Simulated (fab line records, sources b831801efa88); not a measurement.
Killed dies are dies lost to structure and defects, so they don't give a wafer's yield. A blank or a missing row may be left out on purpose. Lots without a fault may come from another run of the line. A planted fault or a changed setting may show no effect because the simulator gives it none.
A struck lot beside a sound one | flow sky130 | 16 steps out of a route of 708
Sound: wafers L220.2, L220.4, L220.5. Struck: wafers L233.2, L233.4. (L233.3 of the same lot was not struck and is left out.) The cause comes at the end.
At each step with rows: each side's tool, then ch and its chambers, then its first start. Under that, the readings that differ: sound wafers | struck wafers | difference of the means | sigmas: that difference in standard deviations of wafers without a fault.
alike: readings whose means differ by less than 2 such deviations, and words and numbers that are the same on both sides. not compared: withheld readings, readings that some wafer has no value for, bounds like >300 that may hide the same value, and numbers for which the record gives no deviation and whose values overlap.
The two part at a step that has a row with sigmas, a row that says differs or no value, or rows on one side only. Numbers that don't overlap but have no deviation are shown without sigmas and don't part them. A reading that every wafer of one side lacks parts them only if that side has two wafers or more.

first, 8 steps without rows for these wafers: SKY_METAL1_DEHYDRATE_07 (time 60 s); SKY_METAL1_HMDS_08 (prime time 60 s); SKY_METAL1_COAT_09 (resist thk 60 nm); SKY_METAL1_COAT_10 (resist thk 450 nm); SKY_METAL1_SOFTBAKE_11 (time 90 s); SKY_METAL1_EXPOSE_12 (exposes mask MM1, target cd 140 nm); SKY_METAL1_PEB_13; SKY_METAL1_DEVELOP_14 (develop time 60 s).
SKY_METAL1_CD_MEAS_15: target cd 140 nm.
  sound on cd_sem-02, day 33 01:37; struck on cd_sem-02, day 37 05:47
  alike: cd_nm
SKY_METAL1_OVL_MEAS_16:
  sound on overlay-01, day 33 01:43; struck on overlay-02, day 37 05:53
  alike: METAL1_OVL
SKY_METAL1_DESCUM_17: chemistry O2, time 8 s.
  sound on rie_metal-03 ch 0,1, day 33 01:44; struck on rie_metal-03 ch 0, day 37 05:55
  alike: chamber_pressure_mTorr, drypump_motor_current_A, oes_product_au
  not compared: rf_hours_counter_h
SKY_METAL1_ETCH_18: etches BARC in N2/H2, stops on SiO2, time 45.9 s, target depth 60 nm.
  sound on rie_metal-03 ch 0,1, day 33 01:46; struck on rie_metal-03 ch 0, day 37 05:57
  alike: chamber_pressure_mTorr, drypump_motor_current_A, oes_product_au, throttle_valve_pct
  not compared: rf_hours_counter_h
SKY_METAL1_METAL_ETCH_19: etches the open film in Cl2/BCl3, stops on SiO2, target depth 360 nm, time 78 s.
  sound on rie_metal-03 ch 0,1, day 33 01:50; struck on rie_metal-03 ch 0, day 37 06:01
  reading                                       | sound             | struck      | difference | sigmas
  model.KrF-thick_of_METAL1_COAT_10.thk_nm (nm) | 159.7 154 156.9   | 38.97 41.71 | -116.53    |
  model.METAL1.cd_nm (nm)                       | 136.8 140 139.7   | 127.1 125.6 | -12.5      |
  model.SiO2_of_CONTACT_HDPCVD_02.thk_nm (nm)   | 327.1 326.7 327.2 | 319.9 320.4 | -6.9       |
  alike: bcl3_flow_sccm, chamber_pressure_mTorr, drypump_motor_current_A, oes_product_au, throttle_valve_pct
  not compared: rf_hours_counter_h
SKY_METAL1_STRIP_20: strips in O2/N2.
  sound on plasma_asher-04 ch 0,1, day 33 01:56; struck on plasma_asher-03 ch 0,1, day 37 06:06
  reading                      | sound             | struck      | difference | sigmas
  oes_product_au (a.u.)        | 0.333 0.342 0.336 | 0.287 0.279 | -0.054     | -11
  strip_time_to_endpoint_s (s) | 2.70 2.65 2.69    | 1.36 1.38   | -1.31      | -41
  alike: chamber_pressure_mTorr, drypump_motor_current_A
  not compared: rf_hours_counter_h
then, 1 step without rows for these wafers: SKY_METAL1_STRIP_21 (strips in post etch residue remover, time 1200 s).
-- the record jumps here: 12 days lie between the struck wafers' starts before and after (it left off in module METAL1 and takes up again in module PAD_OPEN, whose first step shown is number 708 of the route) --
SKY_PAD_OPEN_PROBE_99:
  sound on prober-02, day 46 01:23; struck on prober-02, day 49 08:12
  reading                        | sound                | struck       | difference | sigmas
  model.etest.met1.width_nm (nm) | 137.6 139.4 141.9    | 123.9 128.4  | -13.5      |
  model.etest.met1.line_ohm_um   | 0.9257 0.9022 0.8952 | 1.026 0.9977 | +0.104     |

WHERE THEY PART
Only at SKY_METAL1_STRIP_20, within this record.

WHY: what the simulator had put in
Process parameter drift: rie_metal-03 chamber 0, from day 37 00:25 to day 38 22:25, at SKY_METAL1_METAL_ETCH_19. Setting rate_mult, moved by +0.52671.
